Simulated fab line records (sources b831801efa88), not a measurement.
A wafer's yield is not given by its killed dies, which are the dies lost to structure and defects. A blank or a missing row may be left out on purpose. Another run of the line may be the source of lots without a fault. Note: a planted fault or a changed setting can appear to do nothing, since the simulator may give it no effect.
Which tool is to blame? / flow gf180mcu / Sampling: 12 lots, 36 wafers, 2 of 602 route steps

## WHAT EACH GAUGE READ, for each wafer
GF_POLY_GATE_CD_MEAS_10: the cd target is 280 nm. Usual: cd_nm 280.2 nm, standard deviation 1.3.
lot=L410; measured=day 9 06:31; on=cd_sem-02; cd_nm (nm)=281.3 280.8 280.8; flag=
lot=L412; measured=day 10 01:58; on=cd_sem-02; cd_nm (nm)=279.1 279.0 279.4; flag=
lot=L413; measured=day 10 08:35; on=cd_sem-01; cd_nm (nm)=279.4 279.2 279.8; flag=
lot=L414; measured=day 10 13:57; on=cd_sem-01; cd_nm (nm)=281.7 280.0 281.3; flag=
lot=L415; measured=day 10 23:17; on=cd_sem-01; cd_nm (nm)=282.2 281.1 281.6; flag=
lot=L417; measured=day 11 21:46; on=cd_sem-02; cd_nm (nm)=281.7 281.3 280.9; flag=
lot=L420; measured=day 13 03:40; on=cd_sem-02; cd_nm (nm)=278.4 277.8 277.9; flag=
lot=L426; measured=day 14 05:32; on=cd_sem-01; cd_nm (nm)=280.0 280.3 280.0; flag=
lot=L427; measured=day 14 15:14; on=cd_sem-01; cd_nm (nm)=279.6 278.5 279.8; flag=
lot=L428; measured=day 14 20:18; on=cd_sem-02; cd_nm (nm)=280.1 279.5 280.3; flag=
lot=L429; measured=day 15 06:04; on=cd_sem-02; cd_nm (nm)=280.6 281.0 280.8; flag=
lot=L432; measured=day 16 04:28; on=cd_sem-02; cd_nm (nm)=280.1 280.0 279.8; flag=

GF_POLY_GATE_THK_MEAS_17. Usual: POLY_GATE_OXIDATION_THK typically reads 3.96 nm, with standard deviation 0.076.
lot=L410; measured=day 9 08:11; on=film_metro-01; POLY_GATE_OXIDATION_THK (nm)=3.95 4.03 3.97; flag=
lot=L412; measured=day 10 05:07; on=film_metro-02; POLY_GATE_OXIDATION_THK (nm)=4.01 3.90 3.97; flag=
lot=L413; measured=day 10 10:14; on=film_metro-02; POLY_GATE_OXIDATION_THK (nm)=3.97 3.79 3.90; flag=
lot=L414; measured=day 10 16:00; on=film_metro-02; POLY_GATE_OXIDATION_THK (nm)=3.93 3.99 3.93; flag=
lot=L415; measured=day 11 00:56; on=film_metro-04; POLY_GATE_OXIDATION_THK (nm)=4.02 3.95 4.00; flag=
lot=L417; measured=day 11 23:25; on=film_metro-02; POLY_GATE_OXIDATION_THK (nm)=3.99 3.82 3.90; flag=
lot=L420; measured=day 13 05:47; on=film_metro-01; POLY_GATE_OXIDATION_THK (nm)=3.88 3.80 4.00; flag=
lot=L426; measured=day 14 08:01; on=film_metro-01; POLY_GATE_OXIDATION_THK (nm)=3.86 3.98 3.95; flag=
lot=L427; measured=day 14 16:53; on=film_metro-04; POLY_GATE_OXIDATION_THK (nm)=4.00 3.94 4.04; flag=
lot=L428; measured=day 14 21:58; on=film_metro-01; POLY_GATE_OXIDATION_THK (nm)=3.94 4.06 4.02; flag=
lot=L429; measured=day 15 07:44; on=film_metro-04; POLY_GATE_OXIDATION_THK (nm)=3.99 3.99 3.97; flag=
lot=L432; measured=day 16 06:40; on=film_metro-04; POLY_GATE_OXIDATION_THK (nm)=4.04 3.97 4.11; flag=

## EACH LOT AND THE TOOL THAT RAN IT (in order: tool; ch and the chambers of the sampled wafers; start)
There is no process step in the record ahead of these readings.

## AS READ BY THE TOOLS THEMSELVES (means over the sampled wafers that have a number; for cases with no such wafer, the mark the record gives instead)
The record holds no such reading with a usual standard deviation.

## THE ANSWER, worked out from the rows above alone
Rule: a lot is off if the mean of its wafers that have a number lies more than 3 standard deviations from the usual mean. A lot without any number at a reading at which 4 lots or more have one is off too. Any other lot the step has rows for is counted as sound. After the gauges, taken in route order, come the tools' own readings; for these a lot's mean is taken, as printed above. The first step at which some lot is off is used, and at that step the reading that is off furthest; a lot without a number counts as furthest.
Across all readings shown, no lot is off: no conclusion can be drawn from this.

## WHAT THE SIMULATOR HAD PUT IN
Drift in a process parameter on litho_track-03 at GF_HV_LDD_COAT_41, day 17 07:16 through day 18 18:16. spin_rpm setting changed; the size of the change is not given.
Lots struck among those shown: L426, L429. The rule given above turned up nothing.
